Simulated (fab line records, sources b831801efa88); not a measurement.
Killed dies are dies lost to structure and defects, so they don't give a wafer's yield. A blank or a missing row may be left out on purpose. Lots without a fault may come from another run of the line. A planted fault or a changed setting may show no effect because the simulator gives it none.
Which tool did it? | flow gf180mcu | 13 lots, 39 wafers sampled, at 5 steps of a route of 602

WHAT THE GAUGES READ, wafer by wafer
GF_HV_LDD_CD_MEAS_46: target cd 400 nm. Usual: cd_nm 400.0 nm, standard deviation 2.
lot  | measured     | on        | cd_nm (nm)        | flag
L765 | day 12 07:08 | cd_sem-02 | 397.5 398.5 401.3 |
L766 | day 12 21:39 | cd_sem-01 | 404.9 402.7 399.4 |
L767 | day 13 14:20 | cd_sem-01 | 401.7 401.0 400.6 |
L768 | day 13 16:07 | cd_sem-02 | 398.5 397.6 397.8 |
L774 | day 15 09:29 | cd_sem-02 | 403.1 403.5 401.4 |
L776 | day 16 02:23 | cd_sem-01 | 403.1 400.2 399.8 |
L779 | day 17 02:42 | cd_sem-02 | 398.2 398.6 399.5 |
L781 | day 17 18:40 | cd_sem-02 | 401.1 401.7 399.6 |
L783 | day 18 05:50 | cd_sem-01 | 399.6 398.1 400.6 |
L784 | day 18 11:41 | cd_sem-02 | 402.6 399.7 399.3 |
L786 | day 19 08:35 | cd_sem-01 | 401.6 401.7 402.7 |
L787 | day 19 13:52 | cd_sem-02 | 398.0 399.3 397.5 |
L788 | day 20 02:59 | cd_sem-01 | 404.0 403.7 401.7 |

GF_HV_LDD_RS_MEAS_53: measures by four-point-probe. Usual: HV_LDD_RS 418.4 ohm/sq, standard deviation 0.96.
lot  | measured     | on            | HV_LDD_RS (ohm/sq) | flag
L765 | day 12 07:47 | film_metro-01 | 418.7 418.4 418.5  |
L766 | day 12 22:14 | film_metro-03 | 419.2 419.9 419.3  |
L767 | day 13 14:55 | film_metro-03 | 419.2 418.8 419.1  |
L768 | day 13 16:42 | film_metro-01 | 418.3 418.7 418.2  |
L774 | day 15 10:04 | film_metro-04 | 411.0 411.5 411.8  | OFF
L776 | day 16 02:58 | film_metro-04 | 411.9 411.8 412.1  | OFF
L779 | day 17 03:17 | film_metro-01 | 418.5 417.7 417.2  |
L781 | day 17 19:15 | film_metro-03 | 417.2 418.1 418.1  |
L783 | day 18 06:25 | film_metro-03 | 418.5 418.8 418.7  |
L784 | day 18 12:22 | film_metro-01 | 418.4 418.5 417.6  |
L786 | day 19 09:10 | film_metro-03 | 418.3 417.3 417.7  |
L787 | day 19 14:27 | film_metro-03 | 418.5 418.9 417.5  |
L788 | day 20 03:37 | film_metro-03 | 417.4 417.2 417.7  |

GF_HV_LDD_THK_MEAS_55. Usual: HV_LDD_CVD_54_THK 9.99 nm, standard deviation 0.17.
lot  | measured     | on            | HV_LDD_CVD_54_THK (nm) | flag
L765 | day 12 10:01 | film_metro-04 | 9.89 10.14 10.05       |
L766 | day 12 23:52 | film_metro-03 | 9.92 9.97 9.84         |
L767 | day 13 16:03 | film_metro-04 | 10.10 10.08 10.13      |
L768 | day 13 17:50 | film_metro-03 | 9.83 9.96 9.91         |
L774 | day 15 11:12 | film_metro-01 | 10.10 10.09 10.04      |
L776 | day 16 04:06 | film_metro-03 | 9.82 9.75 9.78         |
L779 | day 17 04:24 | film_metro-04 | 10.04 10.13 10.14      |
L781 | day 17 20:22 | film_metro-04 | 10.28 10.34 10.21      |
L783 | day 18 07:33 | film_metro-01 | 9.83 10.02 9.77        |
L784 | day 18 13:29 | film_metro-04 | 9.88 9.94 9.89         |
L786 | day 19 10:37 | film_metro-03 | 10.30 10.31 10.15      |
L787 | day 19 16:05 | film_metro-01 | 10.07 9.92 10.08       |
L788 | day 20 04:46 | film_metro-04 | 10.24 10.22 10.11      |

WHICH TOOL RAN EACH LOT (tool, then ch and the chambers of the sampled wafers, then the start)
lot  | GF_HV_LDD_STRIP_22                   | GF_HV_LDD_IMPLANT_35
L765 | plasma_asher-04 ch 0, day 10 16:43   | implanter-01 ch 0, day 11 11:40
L766 | plasma_asher-02 ch 0,1, day 11 07:04 | implanter-04 ch 0, day 12 01:45
L767 | plasma_asher-02 ch 0,1, day 11 23:10 | implanter-01 ch 0, day 12 17:32
L768 | plasma_asher-04 ch 0,1, day 12 00:38 | implanter-01 ch 0, day 12 19:37
L774 | plasma_asher-04 ch 0,1, day 13 14:52 | implanter-01 ch 0, day 14 11:16
L776 | plasma_asher-01 ch 0,1, day 14 06:16 | implanter-01 ch 0, day 15 03:46
L779 | plasma_asher-02 ch 0,1, day 15 04:42 | implanter-02 ch 0, day 16 03:46
L781 | plasma_asher-04 ch 0,1, day 15 21:18 | implanter-02 ch 0, day 16 19:29
L783 | plasma_asher-01 ch 0,1, day 16 07:04 | implanter-02 ch 0, day 17 06:13
L784 | plasma_asher-02 ch 0,1, day 16 13:52 | implanter-02 ch 0, day 17 12:49
L786 | plasma_asher-04 ch 0,1, day 17 09:07 | implanter-02 ch 0, day 18 08:32
L787 | plasma_asher-01 ch 0,1, day 17 14:12 | implanter-04 ch 0, day 18 13:26
L788 | plasma_asher-02 ch 0,1, day 18 02:25 | implanter-01 ch 0, day 19 02:37
- GF_HV_LDD_STRIP_22: strips in O2/N2.
- GF_HV_LDD_IMPLANT_35

WHAT THE TOOLS THEMSELVES READ (means of the sampled wafers that have a number; where no wafer has one, the mark that the record gives instead)
GF_HV_LDD_STRIP_22. Usual: drypump_motor_current_A 5.7 A, standard deviation 0.44; heater_power_w 322 W, standard deviation 33; o2_flow_sccm 3000 sccm, standard deviation 8.9; oes_product_au 0.716 a.u., standard deviation 0.0043; strip_time_to_endpoint_s 12.64 s, standard deviation 0.034.
lot  | tool            | drypump_motor_current_A (A) | heater_power_w (W) | o2_flow_sccm (sccm) | oes_product_au (a.u.) | strip_time_to_endpoint_s (s) | flag
L765 | plasma_asher-04 | 5.5                         | 326                | 3008                | 0.717                 | 12.62                        |
L766 | plasma_asher-02 | 6.2                         | 295                | 3007                | 0.715                 | 12.61                        |
L767 | plasma_asher-02 | 6.2                         | 290                | 3010                | 0.714                 | 12.67                        |
L768 | plasma_asher-04 | 5.3                         | 356                | 2987                | 0.717                 | 12.58                        |
L774 | plasma_asher-04 | 5.4                         | 341                | 3004                | 0.719                 | 12.64                        |
L776 | plasma_asher-01 | 5.3                         | 307                | 3001                | 0.721                 | 12.62                        |
L779 | plasma_asher-02 | 6.3                         | 292                | 2993                | 0.711                 | 12.65                        |
L781 | plasma_asher-04 | 5.3                         | 360                | 3006                | 0.716                 | 12.62                        |
L783 | plasma_asher-01 | 5.3                         | 307                | 2993                | 0.714                 | 12.59                        |
L784 | plasma_asher-02 | 6.2                         | 295                | 3000                | 0.714                 | 12.61                        |
L786 | plasma_asher-04 | 5.4                         | 342                | 3008                | 0.719                 | 12.66                        |
L787 | plasma_asher-01 | 5.3                         | 332                | 2996                | 0.715                 | 12.63                        |
L788 | plasma_asher-02 | 6.3                         | 294                | 2999                | 0.713                 | 12.60                        |

GF_HV_LDD_IMPLANT_35. Usual: dose_ions_cm2 7.498e+12, standard deviation 7.9e+09; faraday_current_uA 42.4, standard deviation 0.8.
lot  | tool         | dose_ions_cm2 | faraday_current_uA | flag
L765 | implanter-01 | 7.490e+12     | 42.0               |
L766 | implanter-04 | 7.502e+12     | 42.2               |
L767 | implanter-01 | 7.492e+12     | 42.5               |
L768 | implanter-01 | 7.492e+12     | 42.0               |
L774 | implanter-01 | 9.970e+12     | 55.3               | OFF
L776 | implanter-01 | 9.968e+12     | 55.9               | OFF
L779 | implanter-02 | 7.498e+12     | 42.3               |
L781 | implanter-02 | 7.498e+12     | 41.8               |
L783 | implanter-02 | 7.504e+12     | 43.0               |
L784 | implanter-02 | 7.487e+12     | 42.3               |
L786 | implanter-02 | 7.508e+12     | 42.1               |
L787 | implanter-04 | 7.498e+12     | 42.8               |
L788 | implanter-01 | 7.495e+12     | 43.1               |

THE ANSWER, worked out from the rows above alone
Rule: a lot is off if the mean of its wafers that have a number lies more than 3 standard deviations from the usual mean. A lot without any number at a reading at which 4 lots or more have one is off too. The other lots that the step has rows for count as sound. The gauges are gone through in route order, then the tools' own readings, and for those a lot's mean is taken as printed above. The first step at which some lot is off is used, and at that step the reading that is off furthest; a lot without a number counts as furthest.
Off: L774, L776, at GF_HV_LDD_RS_MEAS_53 (HV_LDD_RS).
A tool fits if, at a process step before that reading, it ran every lot that is off, and no sound lot after the first of them. The gauges at GF_HV_LDD_RS_MEAS_53 aren't tried: what is off there is off at GF_HV_LDD_IMPLANT_35 too, on other tools, and a gauge's error can't cause that. None of those tried fits.

WHAT THE SIMULATOR HAD PUT IN
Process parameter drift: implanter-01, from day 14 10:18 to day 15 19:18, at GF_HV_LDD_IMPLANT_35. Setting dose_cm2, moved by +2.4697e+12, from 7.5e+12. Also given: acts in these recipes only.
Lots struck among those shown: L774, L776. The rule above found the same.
